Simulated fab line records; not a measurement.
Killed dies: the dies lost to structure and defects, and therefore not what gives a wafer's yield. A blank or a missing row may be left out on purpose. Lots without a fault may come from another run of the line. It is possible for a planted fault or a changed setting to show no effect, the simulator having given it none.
Matching of chambers -- flow sky130 -- SKY_VIA4_CMP_02 on cmp-01: 4 sister chambers
The step polishes SiO2. 30 wafers are shown with their chamber, then 12 later ones without.

WAFERS WITH THEIR CHAMBER
wafer,chamber,motorCurrentA (A),retainingRingPressureFrac
L075.1,2,9.8,1.002
L075.4,3,12.6,0.999
L075.5,0,12.1,1.001
L077.4,1,10.6,1.001
L077.5,0,11.8,0.996
L077.6,3,12.5,1.005
L078.1,3,12.0,0.999
L078.3,2,9.2,1.009
L078.6,3,13.3,1.005
L080.1,0,11.4,0.993
L080.2,2,9.3,1.002
L080.6,0,11.9,1.005
L082.1,0,12.8,0.987
L082.3,1,11.7,0.999
L082.6,2,9.3,0.995
L083.2,1,11.4,0.998
L083.3,2,8.8,1.013
L083.4,0,12.1,0.997
L084.1,1,11.3,1.000
L084.5,0,12.6,0.998
L084.6,1,11.0,0.996
L085.1,0,11.9,0.996
L085.2,1,11.5,0.998
L085.3,3,13.0,0.991
L087.1,1,11.1,0.998
L087.3,0,12.8,0.994
L087.4,2,9.0,0.996
L088.4,3,11.9,1.006
L088.5,2,9.0,0.995
L088.6,3,12.6,0.990

SIGNATURES (averages over the wafers above)
reading,chamber 0,chamber 1,chamber 2,chamber 3,scatter within a chamber
motorCurrentA,12.156,11.229,9.200,12.557,0.428
retainingRingPressureFrac,0.99633,0.99857,1.00171,0.99929,0.00551
Rule: a wafer lies at a distance from a chamber equal to the root of the sum of squares, over the readings, of (its reading less the chamber's mean, divided by the reading's scatter). If the next closest chamber is less than 2 further off than the closest, the wafer can't be placed; otherwise it belongs to the closest. The scatter: take each reading less its chamber's mean, square it, sum over the shown wafers, divide by the number of wafers less the number of chambers, and take the root.

WAFERS MISSING THEIR CHAMBER
wafer,motorCurrentA (A),retainingRingPressureFrac
L090.1,9.4,0.996
L090.4,12.4,0.996
L090.6,8.8,0.991
L092.2,9.5,0.992
L092.3,11.2,0.998
L092.4,12.7,0.997
L095.2,11.6,1.002
L095.3,12.4,0.994
L095.6,11.8,1.003
L097.4,12.6,1.008
L097.5,12.7,0.998
L097.6,12.3,1.007

THE CHAMBER EACH PASSED THROUGH
wafer,from the rows above,in truth
L090.1,2,2
L090.4,can't be placed: 0 or 3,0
L090.6,2,2
L092.2,2,2
L092.3,1,1
L092.4,can't be placed: 3 or 0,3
L095.2,can't be placed: 1 or 0 or 3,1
L095.3,can't be placed: 0 or 3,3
L095.6,can't be placed: 0 or 1 or 3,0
L097.4,can't be placed: 3 or 0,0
L097.5,can't be placed: 3 or 0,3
L097.6,can't be placed: 3 or 0 or 1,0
Correct placement for 4 of the 12. Can't be placed from these rows: 8 (the true chamber is among the candidates in 8). Wrongly placed: 0.
